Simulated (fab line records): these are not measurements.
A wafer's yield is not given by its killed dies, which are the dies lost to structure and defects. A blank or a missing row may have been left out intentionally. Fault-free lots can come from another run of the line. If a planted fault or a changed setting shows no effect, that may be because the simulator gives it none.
8D (eight disciplines) problem report, filled in by code    flow sky130    the parts of the form that need people (team, actions taken, sign-off) are left out

1. PROBLEM STATEMENT
Mean CONTACT_W_RS at SKY_CONTACT_RS_MEAS_25: 0.665 ohm/sq over 6 wafers in 2 lots; fault-free wafers: 0.334 ohm/sq, standard deviation 0.0054. Relative to the usual mean, that is a shift of +61 standard deviations.
The step: measures by four-point-probe.
First seen on wafer L392.3, day 34 13:46, on film-metro-04. The record has a number at this step for 33 wafers belonging to 11 lots. Rule for "out" (also "out of limits"): further than 4 standard deviations from the usual mean. The other wafers with a number count as sound.

2. WHAT IT IS, AND WHAT IT ISN'T
question                     is                            is not
which readings at this step  CONTACT_W_RS                  -
which lots                   L392, L393                    L383, L385, L387, L395, L400, L401, L404, L405, L406
which wafers of those lots   all that have a number        -
read on which gauges         film-metro-02, film-metro-04  film-metro-03
when                         from day 34 13:46             up to then (9 sound wafers); but 18 sound wafers of L395, L400, L401, L404, L405, L406 came after

3. SUSPECTS, AND WHAT RULES EACH OUT
Counting: a tool stays on the suspect list if, at a process step up to the reading, it processed all lots that are out and no sound lot following the first of them.
- ruled out: the gauge at SKY_CONTACT_RS_MEAS_25. 2 gauges (film-metro-02, film-metro-04) read the wafers that are out.
- cvd-w-02 at SKY_CONTACT_CVD_24 (deposits W, target thk 340 nm, time 102.12 s): ruled out as a lasting fault. After its first lot that is out, L392 (day 34 13:40), sound lots L405, L406 ran on it.
Left after counting: nothing in the record.

4. THE CAUSE (what the simulator had put in)
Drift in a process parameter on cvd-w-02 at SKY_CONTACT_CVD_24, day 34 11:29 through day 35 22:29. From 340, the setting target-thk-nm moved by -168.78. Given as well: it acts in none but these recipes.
The count ruled it out by mistake, since the rule takes a fault to strike every lot its tool runs from the start of the fault on, and this one did not do so.

5. THE CHAIN OF EFFECTS, in route order
Each row: a reading whose mean over the struck wafers that have a number lies more than 3 standard deviations from the usual. Only readings whose record carries a usual standard deviation are examined. hours: median over the lots of the time between each lot's start at the first step of this table that gives one and its start at this step. sigmas: the change, counted in usual standard deviations.
hours  step                     reading             usual         on struck wafers  change  sigmas
0      SKY_CONTACT_RS_MEAS_25   CONTACT_W_RS        0.334 ohm/sq  0.665             +0.331  +61
0      SKY_CONTACT_THK_MEAS_26  CONTACT_W_THK       345 nm        174               -171    -27
0      SKY_CONTACT_CMP_27       time-to-endpoint-s  82.4 s        41.7              -40.7   -16
Its process steps:
- SKY_CONTACT_CMP_27: polishes, stops on SiO2, t overpolish 15 s, target thk 0 nm.

6. WHAT WOULD HAVE CAUGHT IT SOONER
Counted from the fault's start at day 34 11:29, it took 2 hours until the first out-of-limits reading at a measuring or inspecting step in this record, taken at day 34 13:46.
An alarm limit of 4 standard deviations would not have fired on the tool readings at SKY_CONTACT_CVD_24 for which the record gives a usual standard deviation, since none of them was out on any struck wafer.
